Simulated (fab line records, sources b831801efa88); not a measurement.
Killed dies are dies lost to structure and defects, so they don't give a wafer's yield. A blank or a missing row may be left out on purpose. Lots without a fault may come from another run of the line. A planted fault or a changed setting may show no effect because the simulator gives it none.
One fault seen from 2 desks | flow gf180mcu | each desk has only its own numbers; what lay behind them comes last

THE METROLOGY DESK
What the gauges read, lot by lot, whatever tool the lot ran on: means of the sampled wafers that have a number. A lot is out of limits, marked OUT, if its mean lies more than 4 standard deviations from the usual mean; the brackets give that distance.
Columns: A = DUAL_GATE_OXIDATION_00_THK at GF_DUAL_GATE_THK_MEAS_03, usual 10.61 nm; B = DUAL_GATE_OVL at GF_DUAL_GATE_OVL_MEAS_11, usual 1.1 nm
lot  | first seen here | A     | B
L153 | day 8 09:47     | 10.61 | 0.9
L159 | day 9 21:56     | 10.55 | 0.9
L165 | day 12 02:10    | 10.90 | 3.5
L166 | day 12 02:10    | 10.97 | 2.1
L168 | day 12 14:47    | 10.41 | 1.4
L172 | day 13 11:51    | 10.59 | -0.5
L173 | day 14 03:10    | 10.52 | 0.7
This desk's finding: nothing out of limits on any of the 7 lots.

THE TOOL OWNER'S DESK: furnace-02
The tool's own readings at GF_DUAL_GATE_OXIDATION_15 (stabilise 600 s, purge 300 s, target thk 7.098 nm): means of the sampled wafers that have a number, for each lot that ran on this tool. A lot is out of limits, marked OUT, if its mean lies more than 4 standard deviations from the usual mean; the brackets give that distance.
Columns: A = tube_center_temp_C_max at GF_DUAL_GATE_OXIDATION_15, usual 852.2
lot  | first seen here | A
L153 | day 9 03:14     | 852.1
L165 | day 12 23:22    | 852.2
L166 | day 12 23:22    | 852.2
L168 | day 13 10:11    | 852.1
This desk's finding: nothing out of limits on any of the 4 lots.

PUT TOGETHER
The metrology desk saw nothing out of limits.
The tool owner's desk saw nothing out of limits.

WHAT THE SIMULATOR HAD PUT IN
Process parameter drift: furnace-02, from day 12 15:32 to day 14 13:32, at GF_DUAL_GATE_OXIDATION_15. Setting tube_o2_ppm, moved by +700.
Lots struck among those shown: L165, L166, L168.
